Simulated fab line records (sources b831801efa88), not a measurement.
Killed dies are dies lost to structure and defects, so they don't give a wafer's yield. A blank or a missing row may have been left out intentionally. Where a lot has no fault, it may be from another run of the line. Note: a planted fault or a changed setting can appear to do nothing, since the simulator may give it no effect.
The tool behind it: which one? / flow gf180mcu / Sampling: 12 lots, 36 wafers, 3 of 602 route steps

== WHAT EACH GAUGE READ, for each wafer ==
GF_V4_CD_MEAS_14 targets a cd of 260 nm.
lot=L890; measured=day 24 01:49; on=cd sem-02; cd nm (nm)=256.8 258.4 257.9
lot=L891; measured=day 24 13:49; on=cd sem-02; cd nm (nm)=260.4 259.8 259.6
lot=L892; measured=day 25 00:49; on=cd sem-02; cd nm (nm)=260.9 260.1 260.6
lot=L894; measured=day 25 13:52; on=cd sem-01; cd nm (nm)=261.2 261.7 260.6
lot=L897; measured=day 26 23:56; on=cd sem-02; cd nm (nm)=260.3 260.6 260.7
lot=L900; measured=day 27 19:11; on=cd sem-01; cd nm (nm)=262.1 260.7 260.8
lot=L902; measured=day 28 06:45; on=cd sem-01; cd nm (nm)=260.7 260.2 260.4
lot=L907; measured=day 29 19:31; on=cd sem-01; cd nm (nm)=259.7 259.7 258.7
lot=L909; measured=day 30 11:53; on=cd sem-01; cd nm (nm)=260.9 260.5 260.6
lot=L910; measured=day 30 14:34; on=cd sem-02; cd nm (nm)=260.3 260.6 260.1
lot=L912; measured=day 31 06:08; on=cd sem-02; cd nm (nm)=262.7 261.9 261.7
lot=L913; measured=day 31 10:19; on=cd sem-02; cd nm (nm)=260.6 261.2 260.7

GF_V4_OVL_MEAS_15.
lot=L890; measured=day 24 01:56; on=overlay-01; V4_OVL (nm)=-4 -9 -9
lot=L891; measured=day 24 13:55; on=overlay-02; V4_OVL (nm)=-4 -4 2
lot=L892; measured=day 25 00:56; on=overlay-02; V4_OVL (nm)=-4 -5 3
lot=L894; measured=day 25 13:59; on=overlay-02; V4_OVL (nm)=1 -1 5
lot=L897; measured=day 27 00:02; on=overlay-02; V4_OVL (nm)=4 3 5
lot=L900; measured=day 27 19:19; on=overlay-02; V4_OVL (nm)=1 1 -4
lot=L902; measured=day 28 06:50; on=overlay-01; V4_OVL (nm)=-10 -11 -2
lot=L907; measured=day 29 19:36; on=overlay-01; V4_OVL (nm)=-12 -12 -19
lot=L909; measured=day 30 12:01; on=overlay-02; V4_OVL (nm)=0 3 5
lot=L910; measured=day 30 14:40; on=overlay-01; V4_OVL (nm)=-4 -14 -4
lot=L912; measured=day 31 06:14; on=overlay-01; V4_OVL (nm)=2 5 3
lot=L913; measured=day 31 10:26; on=overlay-01; V4_OVL (nm)=3 6 8

== WHICH TOOL RAN EACH LOT (tool, then ch and the chambers of the sampled wafers, then the start) ==
lot=L890; GF_M4_STRIP_17=plasma asher-01 ch 0,1, day 23 01:37
lot=L891; GF_M4_STRIP_17=plasma asher-02 ch 0,1, day 23 13:53
lot=L892; GF_M4_STRIP_17=plasma asher-04 ch 0,1, day 24 01:19
lot=L894; GF_M4_STRIP_17=plasma asher-02 ch 0,1, day 24 16:35
lot=L897; GF_M4_STRIP_17=plasma asher-04 ch 0,1, day 26 02:23
lot=L900; GF_M4_STRIP_17=plasma asher-01 ch 0,1, day 26 22:16
lot=L902; GF_M4_STRIP_17=plasma asher-01 ch 0,1, day 27 09:37
lot=L907; GF_M4_STRIP_17=plasma asher-04 ch 0,1, day 28 23:16
lot=L909; GF_M4_STRIP_17=plasma asher-04 ch 0,1, day 29 16:07
lot=L910; GF_M4_STRIP_17=plasma asher-04 ch 0,1, day 29 18:57
lot=L912; GF_M4_STRIP_17=plasma asher-04 ch 0,1, day 30 10:34
lot=L913; GF_M4_STRIP_17=plasma asher-01 ch 0,1, day 30 15:53
- GF_M4_STRIP_17: strips in O2/N2.

== WHAT THE TOOLS THEMSELVES READ (means of the sampled wafers that have a number; where no wafer has one, the mark that the record gives instead) ==
GF_M4_STRIP_17.
lot=L890; tool=plasma asher-01; drypump motor current A (A)=5.90; heater power w (W)=377; oes product au (a.u.)=0.557; strip time to endpoint s (s)=7.80
lot=L891; tool=plasma asher-02; drypump motor current A (A)=6.09; heater power w (W)=345; oes product au (a.u.)=0.560; strip time to endpoint s (s)=7.90
lot=L892; tool=plasma asher-04; drypump motor current A (A)=6.17; heater power w (W)=307; oes product au (a.u.)=0.554; strip time to endpoint s (s)=7.79
lot=L894; tool=plasma asher-02; drypump motor current A (A)=6.04; heater power w (W)=363; oes product au (a.u.)=0.556; strip time to endpoint s (s)=7.91
lot=L897; tool=plasma asher-04; drypump motor current A (A)=6.16; heater power w (W)=305; oes product au (a.u.)=0.551; strip time to endpoint s (s)=7.80
lot=L900; tool=plasma asher-01; drypump motor current A (A)=6.20; heater power w (W)=387; oes product au (a.u.)=0.560; strip time to endpoint s (s)=7.85
lot=L902; tool=plasma asher-01; drypump motor current A (A)=6.20; heater power w (W)=378; oes product au (a.u.)=0.566; strip time to endpoint s (s)=7.91
lot=L907; tool=plasma asher-04; drypump motor current A (A)=6.13; heater power w (W)=293; oes product au (a.u.)=0.560; strip time to endpoint s (s)=7.88
lot=L909; tool=plasma asher-04; drypump motor current A (A)=6.11; heater power w (W)=300; oes product au (a.u.)=0.560; strip time to endpoint s (s)=7.91
lot=L910; tool=plasma asher-04; drypump motor current A (A)=6.12; heater power w (W)=302; oes product au (a.u.)=0.558; strip time to endpoint s (s)=7.95
lot=L912; tool=plasma asher-04; drypump motor current A (A)=6.13; heater power w (W)=294; oes product au (a.u.)=0.556; strip time to endpoint s (s)=7.89
lot=L913; tool=plasma asher-01; drypump motor current A (A)=5.90; heater power w (W)=376; oes product au (a.u.)=0.560; strip time to endpoint s (s)=7.92

== THE ANSWER, worked out from the rows above alone ==
Rule: the lots themselves supply what counts as usual. Put in order of their means at a reading, lots are off if they are a third of the lots or fewer, leave a main group of 4 or more, and stand apart from it by a gap of 3 or more times the standard deviation of the main group's means; of several such gaps the widest counts. If all means in a main group match to the digits the tables above print for the reading, that group is not used. A lot without any number at a reading at which 4 lots or more have one is off too. All remaining lots with rows at the step are treated as sound. After the gauges, taken in route order, come the tools' own readings; for these a lot's mean is taken, as printed above. The first step at which some lot is off is used, and at that step the reading that is off furthest; a lot without a number counts as furthest.
None of the lots is off at any reading shown; this tells nothing.

== WHAT THE SIMULATOR PUT IN ==
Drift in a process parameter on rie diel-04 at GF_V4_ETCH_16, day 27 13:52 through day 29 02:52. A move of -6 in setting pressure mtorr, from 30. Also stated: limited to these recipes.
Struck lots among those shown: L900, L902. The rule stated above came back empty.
